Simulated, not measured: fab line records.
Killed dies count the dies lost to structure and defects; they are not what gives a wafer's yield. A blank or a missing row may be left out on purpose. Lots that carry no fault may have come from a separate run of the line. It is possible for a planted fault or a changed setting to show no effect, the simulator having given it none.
fab line records	flow sfq_line
[record] lots = 5	wafers = 15	last_day = 91
route steps=325 shown I6@280 M7@281
lots with no fault: from the same line, run without faults
start_h: hours from the record's opening day to when the first of the lot's shown wafers began	wait_h: hours elapsed since this lot's preceding step	" same as the row above	L1.1+2: a row that stands for several wafers	- no value, or no start was given	* or withheld: withheld	< > ~ a bound
route shown NAME@n: a module of which the file shows steps, and the number in the route of the first	usual: average and standard deviation across the fault-free wafers	same: alike in all rows	chamber/n: place in a boat	sites: per-site readings	_std_site: their standard deviation	_edge_site: the outer-site mean with the inner-site mean subtracted	radius_mm: how far each site lies from the wafer's centre	mask NAME#n: copy n	behind: the tool/chamber that last shaped the wafer	hold: why the lot was held/for how many hours/how that ended	device: which transistor (n, p or np) failed to switch	end of line: tests run on the same wafers once the route is complete	a step given without rows: its recipe and nothing more	killed: at the first sort, the dies lost to defects and structure; wafer yield is something else	map: per-die view of a wafer (x killed, . not killed, _ where there is no die)
set.NAME: setting as actually run; set.NAME@STEP: the setting as run at that earlier step	model.NAME: the simulator's own value behind a step, which no gauge read
lots at selected steps of the route; one table per step, one row per wafer
services: a tool's chamber out of use, with start hour (start_h, from the record's first day; less than 0 if before it), hours out, and reason
[[steps]]
[step SFQ_TRILAYER_I6_VIA_STRIP_SOLV_CLEAN_174]
[recipe] chemistry = NMP	temp_c = 70	time_s = 600
[step SFQ_TRILAYER_M7_DEP_PRE_CLEAN_176]
[recipe] gas = Ar	time_s = 22.5	bias_v = 250
[step SFQ_TRILAYER_M7_DEP_SPUTTER_175]
[recipe] material = Nb	base_pressure_pa = 1.33e-06	chamber_pressure_pa = 0.1333	substrate_temp_c = 20	target_thk_nm = 200	power_w = 2000	time_s = 133.3
[usual] throttle_valve_pct = 29.8/1.4
lot.wafer	tool	chamber	start_h	wait_h	throttle_valve_pct
L743.2	pvd_sputter-05	-	1861.50	0.0	30.2
L743.3	"	-	"	"	32.8
L743.5	"	-	"	"	30.3
L750.4	pvd_sputter-05	-	1904.70	0.0	27.8
L750.5	"	-	"	"	32.5
L750.6	"	-	"	"	27.6
L756.3	pvd_sputter-03	-	1945.61	0.0	28.9
L756.5	"	-	"	"	29.9
L756.6	"	-	"	"	29.2
L761.1	pvd_sputter-05	-	1966.14	0.0	30.3
L761.3	"	-	"	"	29.7
L761.4	"	-	"	"	32.6
L764.3	pvd_sputter-05	-	2002.26	0.0	27.6
L764.4	"	-	"	"	29.5
L764.5	"	-	"	"	27.6
[step SFQ_M7_RS_MEAS_943]
[recipe] thk_meas_gauge = four-point-probe	reads = Nb_of_TRILAYER_M7_DEP_SPUTTER_175
[usual] M7_NB_RS = 0.896/0.0088
lot.wafer	tool	chamber	start_h	wait_h	M7_NB_RS[ohm/sq]
L743.2	film_metro-03	-	1861.61	0.1	0.892
L743.3	"	-	"	"	0.899
L743.5	"	-	"	"	0.901
L750.4	film_metro-02	-	1904.85	0.1	0.887
L750.5	"	-	"	"	0.900
L750.6	"	-	"	"	0.888
L756.3	film_metro-04	-	1945.74	0.1	0.888
L756.5	"	-	"	"	0.910
L756.6	"	-	"	"	0.893
L761.1	film_metro-04	-	1966.23	0.0	0.898
L761.3	"	-	"	"	0.905
L761.4	"	-	"	"	0.903
L764.3	film_metro-02	-	2002.39	0.1	0.900
L764.4	"	-	"	"	0.903
L764.5	"	-	"	"	0.896
[step SFQ_TRILAYER_M7_LITHO_COAT_182]
[recipe] resist = BARC	spin_rpm = 3000	resist_thk_nm = 62
[step SFQ_TRILAYER_M7_LITHO_COAT_177]
[recipe] resist = KrF	spin_rpm = 3000	resist_thk_nm = 600
[step SFQ_TRILAYER_M7_LITHO_SOFTBAKE_181]
[recipe] temp_c = withheld	time_s = withheld	resist = KrF
[step SFQ_TRILAYER_M7_LITHO_EXPOSE_178]
[recipe] mask_id = M7	na = 0.6	source_shape = conventional	sigma_outer = 0.65	target_cd_nm = 500	dose_mj = 14.4
[step SFQ_TRILAYER_M7_LITHO_PEB_180]
[recipe] peb_temp_c = 115	peb_time_s = 60	resist = KrF
[step SFQ_TRILAYER_M7_LITHO_DEVELOP_179]
[recipe] time_s = 60	resist = KrF
[step SFQ_M7_OVL_MEAS_945]
[usual] M7_OVL = 2/6.5
lot.wafer	tool	chamber	start_h	wait_h	M7_OVL[nm]
L743.2	overlay-02	-	1870.67	0.1	-3
L743.3	"	-	"	"	-1
L743.5	"	-	"	"	2
L750.4	overlay-01	-	1908.68	0.1	4
L750.5	"	-	"	"	-5
L750.6	"	-	"	"	2
L756.3	overlay-01	-	2046.79	0.1	-7
L756.5	"	-	"	"	-14
L756.6	"	-	"	"	-19
L761.1	overlay-02	-	2059.97	0.1	0
L761.3	"	-	"	"	6
L761.4	"	-	"	"	3
L764.3	overlay-01	-	2091.19	0.1	1
L764.4	"	-	"	"	2
L764.5	"	-	"	"	1
[step SFQ_TRILAYER_M7_BARC_OPEN_METAL_ETCH_229]
[recipe] mask_material = PR	chemistry = O2	target_depth_nm = 125	target = BARC	icp_w = 600	bias_w = 80	pressure_mtorr = 10	time_s = 41.7
[usual] drypump_motor_current_A = 5.4/0.5	oes_product_au = 0.685/0.0043
lot.wafer	tool	chamber	start_h	wait_h	drypump_motor_current_A	oes_product_au	rf_hours_counter_h	model.KrF_of_TRILAYER_M7_LITHO_COAT_177.thk_nm
L743.2	rie_metal-04	0	1870.70	0.0	5.1	0.686	0	522.8
L743.3	"	1	"	"	6.2	0.679	-	521
L743.5	"	1	"	"	6.2	0.684	-	521.6
L750.4	rie_metal-02	1	1908.72	0.0	4.8	0.689	-	492.6
L750.5	"	0	"	"	5.8	0.679	-	521.5
L750.6	"	1	"	"	4.8	0.690	-	523.5
L756.3	rie_metal-04	0	2046.83	0.0	5.0	0.691	-	523.2
L756.5	"	1	"	"	6.2	0.685	-	522.7
L756.6	"	0	"	"	5.0	0.683	-	523.5
L761.1	rie_metal-03	1	2060.01	0.0	4.9	0.687	74	522.1
L761.3	"	1	"	"	4.9	0.682	-	521.4
L761.4	"	0	"	"	5.6	0.681	-	522.7
L764.3	rie_metal-02	0	2091.23	0.0	5.8	0.688	-	519.7
L764.4	"	1	"	"	4.8	0.676	-	523.2
L764.5	"	1	"	"	4.8	0.684	-	521.5
[step SFQ_TRILAYER_M7_ETCH_METAL_ETCH_180]
[recipe] target = Nb	stop_on = SiO2	mask_material = PR	chemistry = Cl2/Ar	target_depth_nm = 240	icp_w = 600	bias_w = 80	pressure_mtorr = 10	time_s = 120
[usual] drypump_motor_current_A = 5.4/0.5	oes_product_au = 0.891/0.0068
lot.wafer	tool	chamber	start_h	wait_h	drypump_motor_current_A	oes_product_au	rf_hours_counter_h	model.KrF_of_TRILAYER_M7_LITHO_COAT_177.thk_nm
L743.2	rie_metal-04	0	1870.76	0.0	5.0	0.897	0	384.9
L743.3	"	1	"	"	6.2	0.883	-	379.8
L743.5	"	1	"	"	6.2	0.890	-	381.3
L750.4	rie_metal-02	1	1908.80	0.1	4.8	0.894	-	355.7
L750.5	"	0	"	"	5.8	0.893	-	376.1
L750.6	"	1	"	"	4.8	0.901	-	385.6
L756.3	rie_metal-04	0	2046.91	0.1	5.0	0.892	-	384.8
L756.5	"	1	"	"	6.2	0.891	-	380.5
L756.6	"	0	"	"	5.0	0.900	-	385.7
L761.1	rie_metal-03	1	2060.07	0.0	4.9	0.888	74	382.8
L761.3	"	1	"	"	4.9	0.886	-	381.8
L761.4	"	0	"	"	5.6	0.885	-	383.7
L764.3	rie_metal-02	0	2091.31	0.1	5.8	0.889	-	375
L764.4	"	1	"	"	4.8	0.877	-	385.2
L764.5	"	1	"	"	4.8	0.892	-	383
[step SFQ_TRILAYER_M7_STRIP_STRIP_181]
[recipe] gas = O2	power_w = 200	platen_temp_c = 40	overash_fraction = 0.65	chemistry = O2	pressure_mtorr = 50
[usual] drypump_motor_current_A = 5.4/0.49	oes_product_au = 0.997/0.011
lot.wafer	tool	chamber	start_h	wait_h	drypump_motor_current_A	oes_product_au	rf_hours_counter_h
L743.2	rie_metal-04	0	1870.89	0.1	5.0	0.994	1
L743.3	"	1	"	"	6.2	1.004	-
L743.5	"	1	"	"	6.1	0.999	-
L750.4	rie_metal-02	1	1909.08	0.2	4.8	0.974	-
L750.5	"	0	"	"	5.8	1.006	-
L750.6	"	1	"	"	4.8	0.976	-
L756.3	rie_metal-04	0	2047.19	0.2	5.0	0.988	-
L756.5	"	1	"	"	6.2	1.014	-
L756.6	"	0	"	"	5.0	0.993	-
L761.1	rie_metal-03	1	2060.19	0.1	5.0	1.000	74
L761.3	"	1	"	"	4.9	0.987	-
L761.4	"	0	"	"	5.7	1.003	-
L764.3	rie_metal-02	0	2091.59	0.2	5.8	1.007	-
L764.4	"	1	"	"	4.8	0.981	-
L764.5	"	1	"	"	4.8	0.975	-
[[services]]
tool	chamber	start_h	hours	kind
rie_metal-04	0	1846.33	-	clean
rie_metal-04	0	1846.33	-	consumable_replace:esc
rie_metal-04	0	1846.33	-	consumable_replace:focus_ring
rie_metal-04	0	1846.33	20.4	scheduled_down
rie_metal-04	0	1846.33	20.4	vent_cycle
rie_metal-02	1	1857.09	10.3	repair
rie_metal-02	-	1898.14	1.4	pm
rie_metal-04	0	1941.52	5.3	repair
rie_metal-02	1	1949.87	9.9	repair
pvd_sputter-05	1	1959.50	-	consumable_replace:kit
pvd_sputter-05	1	1959.50	18.0	scheduled_down
pvd_sputter-03	-	1965.88	10.2	repair
pvd_sputter-05	-	1976.09	0.6	repair
pvd_sputter-05	-	1997.25	3.5	repair
rie_metal-02	1	2003.49	-	clean
rie_metal-02	1	2003.49	-	consumable_replace:focus_ring
rie_metal-02	1	2003.49	21.4	scheduled_down
rie_metal-02	1	2003.49	21.4	vent_cycle
pvd_sputter-03	-	2023.54	1.7	repair
rie_metal-03	-	2054.90	0.2	repair
pvd_sputter-03	-	2064.94	6.9	repair
rie_metal-04	1	2078.97	3.3	repair
rie_metal-03	-	2085.93	15.6	pm
pvd_sputter-05	-	2090.21	15.9	repair
[[key]]
first_sign none at tools or gauges
[model_effect] step = SFQ_TRILAYER_M7_BARC_OPEN_METAL_ETCH_229	value = KrF_of_TRILAYER_M7_LITHO_COAT_177.thk_nm	without = 524.8	struck = 492.6
[model_effect] step = SFQ_TRILAYER_M7_ETCH_METAL_ETCH_180	value = KrF_of_TRILAYER_M7_LITHO_COAT_177.thk_nm	without = 387.9	struck = 355.7
met_at SFQ_TRILAYER_M7_BARC_OPEN_METAL_ETCH_229
struck_wafers L750.4
[fault] kind = process_parameter_drift	tool = rie_metal-02	chamber = -	onset_h = 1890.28	steps = SFQ_TRILAYER_M7_BARC_OPEN_METAL_ETCH_229	channel = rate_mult	offset = 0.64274	shape = step	end_h = 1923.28	scope = struck_wafers_only
